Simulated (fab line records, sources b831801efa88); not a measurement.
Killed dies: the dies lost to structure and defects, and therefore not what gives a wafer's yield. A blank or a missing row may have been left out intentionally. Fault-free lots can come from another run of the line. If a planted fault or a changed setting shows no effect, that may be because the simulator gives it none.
Which tool was responsible? | flow gf180mcu | 11 lots with 33 wafers sampled at 5 steps, on a route of 602 steps

WHAT THE GAUGES READ, wafer by wafer
GF_M3_OVL_MEAS_15. Usual: M3_OVL typically reads -2 nm, with standard deviation 5.6.
lot  | measured     | on         | M3_OVL (nm) | flag
L294 | day 22 08:14 | overlay-02 | -2 2 6      | 
L295 | day 22 14:58 | overlay-02 | -7 -13 -12  | 
L297 | day 23 01:20 | overlay-02 | -10 -6 -5   | 
L298 | day 23 07:56 | overlay-02 | 5 6 -4      | 
L299 | day 23 14:44 | overlay-02 | -9 -10 -11  | 
L306 | day 26 04:26 | overlay-02 | 0 5 2       | 
L307 | day 26 09:01 | overlay-02 | 4 -2 -5     | 
L311 | day 27 22:20 | overlay-01 | 6 7 7       | 
L312 | day 28 02:07 | overlay-01 | -5 -10 -1   | 
L313 | day 28 07:42 | overlay-01 | 6 8 1       | 
L315 | day 28 13:52 | overlay-02 | -3 2 3      | 

GF_V3_THK_MEAS_03. Usual: V3_CVD_02_THK typically reads 847 nm, with standard deviation 14.
lot  | measured     | on           | V3_CVD_02_THK (nm)      | flag
L294 | day 22 09:09 | filmMetro-03 | 813 830 834             | 
L295 | day 22 15:50 | filmMetro-02 | 832 835 849             | 
L297 | day 23 02:15 | filmMetro-04 | 834 743 849 834 743 848 | 
L298 | day 23 08:49 | filmMetro-04 | 726 845 850 726 845 851 | 
L299 | day 23 15:37 | filmMetro-04 | 834 742 847 834 741 848 | 
L306 | day 26 05:22 | filmMetro-02 | 852 847 853             | 
L307 | day 26 09:56 | filmMetro-02 | 862 855 871             | 
L311 | day 27 23:20 | filmMetro-04 | 865 854 868             | 
L312 | day 28 03:01 | filmMetro-02 | 842 851 864             | 
L313 | day 28 08:36 | filmMetro-04 | 839 860 856             | 
L315 | day 28 14:44 | filmMetro-02 | 846 850 863             | 

WHICH TOOL RAN EACH LOT (tool, then ch and the chambers of the sampled wafers, then the start)
lot  | GF_M3_SPUTTER_00            | GF_M3_METAL_ETCH_16              | GF_V3_CVD_02
L294 | pvdSputter-03, day 21 08:15 | rieMetal-04 ch 1, day 22 08:17   | pecvd-03 ch 1,2, day 22 09:05
L295 | pvdSputter-03, day 21 15:34 | rieMetal-04 ch 0,1, day 22 14:59 | pecvd-02 ch 0,1, day 22 15:46
L297 | pvdSputter-01, day 22 02:20 | rieMetal-04 ch 0,1, day 23 01:23 | pecvd-02 ch 0,2, day 23 02:11
L298 | pvdSputter-04, day 22 09:22 | rieMetal-02 ch 0,1, day 23 07:58 | pecvd-02 ch 0,1,2, day 23 08:44
L299 | pvdSputter-01, day 22 15:37 | rieMetal-01 ch 0,1, day 23 14:47 | pecvd-02 ch 0,1,2, day 23 15:33
L306 | pvdSputter-01, day 25 06:52 | rieMetal-04 ch 0,1, day 26 04:28 | pecvd-02 ch 0,1,2, day 26 05:17
L307 | pvdSputter-01, day 25 11:43 | rieMetal-02 ch 0,1, day 26 09:03 | pecvd-02 ch 0,1, day 26 09:52
L311 | pvdSputter-01, day 27 02:26 | rieMetal-02 ch 0, day 27 22:25   | pecvd-02 ch 1,2, day 27 23:16
L312 | pvdSputter-04, day 27 06:11 | rieMetal-04 ch 0,1, day 28 02:11 | pecvd-01 ch 0,1,2, day 28 02:55
L313 | pvdSputter-01, day 27 11:10 | rieMetal-04 ch 0,1, day 28 07:46 | pecvd-01 ch 0,1,2, day 28 08:31
L315 | pvdSputter-03, day 27 17:56 | rieMetal-02 ch 0,1, day 28 13:53 | pecvd-01 ch 0,1, day 28 14:40
- GF_M3_SPUTTER_00: material Ti, target thk 37.5 nm, time 150 s.
- GF_M3_METAL_ETCH_16: etches the open film in Cl2/BCl3, stops on SiO2, target depth 627.5 nm, time 104.6 s.
- GF_V3_CVD_02: deposits SiO2 from TEOS, target thk 850 nm, time 94.851 s.

AS READ BY THE TOOLS THEMSELVES (means over the sampled wafers that have a number; for cases with no such wafer, the mark the record gives instead)
GF_M3_SPUTTER_00. Usual: cathodeDcPowerW 4000.1 W, standard deviation 0.65; throttleValvePct 30.1 %, standard deviation 0.68.
lot  | tool          | cathodeDcPowerW (W) | throttleValvePct (%) | flag
L294 | pvdSputter-03 | 4000.5              | 29.3                 | 
L295 | pvdSputter-03 | 4000.5              | 30.1                 | 
L297 | pvdSputter-01 | 4000.3              | 30.4                 | 
L298 | pvdSputter-04 | 3999.6              | 30.0                 | 
L299 | pvdSputter-01 | 4000.4              | 30.3                 | 
L306 | pvdSputter-01 | 4000.2              | 30.4                 | 
L307 | pvdSputter-01 | 3999.8              | 30.3                 | 
L311 | pvdSputter-01 | 3999.8              | 30.4                 | 
L312 | pvdSputter-04 | 3999.9              | 30.2                 | 
L313 | pvdSputter-01 | 3999.6              | 30.3                 | 
L315 | pvdSputter-03 | 4000.8              | 29.5                 | 

GF_M3_METAL_ETCH_16. Usual: drypumpMotorCurrentA 5.7 A, standard deviation 0.46; mfcCl2Sccm 79.98 sccm, standard deviation 0.24; oesProductAu 0.974 a.u., standard deviation 0.0066; throttleValvePct 28.249 %, standard deviation 0.0098.
lot  | tool        | drypumpMotorCurrentA (A) | mfcCl2Sccm (sccm) | oesProductAu (a.u.) | throttleValvePct (%) | flag
L294 | rieMetal-04 | 5.3                      | 79.97             | 0.972               | 28.257               | 
L295 | rieMetal-04 | 5.7                      | 80.10             | 0.970               | 28.250               | 
L297 | rieMetal-04 | 5.7                      | 80.03             | 0.983               | 28.245               | 
L298 | rieMetal-02 | 5.6                      | 80.34             | 0.975               | 28.239               | 
L299 | rieMetal-01 | 6.0                      | 79.72             | 0.979               | 28.247               | 
L306 | rieMetal-04 | 5.5                      | 79.78             | 0.971               | 28.243               | 
L307 | rieMetal-02 | 5.8                      | 79.83             | 0.979               | 28.247               | 
L311 | rieMetal-02 | 5.5                      | 79.98             | 0.969               | 28.249               | 
L312 | rieMetal-04 | 5.5                      | 80.04             | 0.968               | 28.256               | 
L313 | rieMetal-04 | 5.7                      | 80.21             | 0.979               | 28.246               | 
L315 | rieMetal-02 | 5.8                      | 79.96             | 0.970               | 28.255               | 

GF_V3_CVD_02. Usual: heaterPowerW 663 W, standard deviation 130; runLengthS 122.7 s, standard deviation 0.59.
lot  | tool     | heaterPowerW (W) | runLengthS (s) | flag
L294 | pecvd-03 | 773              | 122.5          | 
L295 | pecvd-02 | 541              | 122.5          | 
L297 | pecvd-02 | 515              | 119.0          | OFF
L298 | pecvd-02 | 592              | 119.0          | OFF
L299 | pecvd-02 | 591              | 119.6          | OFF
L306 | pecvd-02 | 603              | 122.4          | 
L307 | pecvd-02 | 587              | 122.9          | 
L311 | pecvd-02 | 703              | 122.7          | 
L312 | pecvd-01 | 639              | 123.2          | 
L313 | pecvd-01 | 680              | 122.9          | 
L315 | pecvd-01 | 611              | 122.6          | 

THE ANSWER, worked out from the rows above alone
Rule: a lot is off if the mean of its wafers that have a number lies more than 3 standard deviations from the usual mean. Also off: a lot with no number at a reading for which 4 or more lots have one. Any other lot the step has rows for is counted as sound. The gauges are gone through in route order, then the tools' own readings, and for those a lot's mean is taken as printed above. At the first step where some lot is off, the reading lying furthest off is the one used; lots without a number count as furthest.
Off, at GF_V3_CVD_02 on runLengthS: L297, L298, L299.
If a tool, at that step or one of the process steps before it, ran each lot that is off and ran no sound lot following the first of them, it fits. None of those tried fits.

WHAT THE SIMULATOR PUT IN
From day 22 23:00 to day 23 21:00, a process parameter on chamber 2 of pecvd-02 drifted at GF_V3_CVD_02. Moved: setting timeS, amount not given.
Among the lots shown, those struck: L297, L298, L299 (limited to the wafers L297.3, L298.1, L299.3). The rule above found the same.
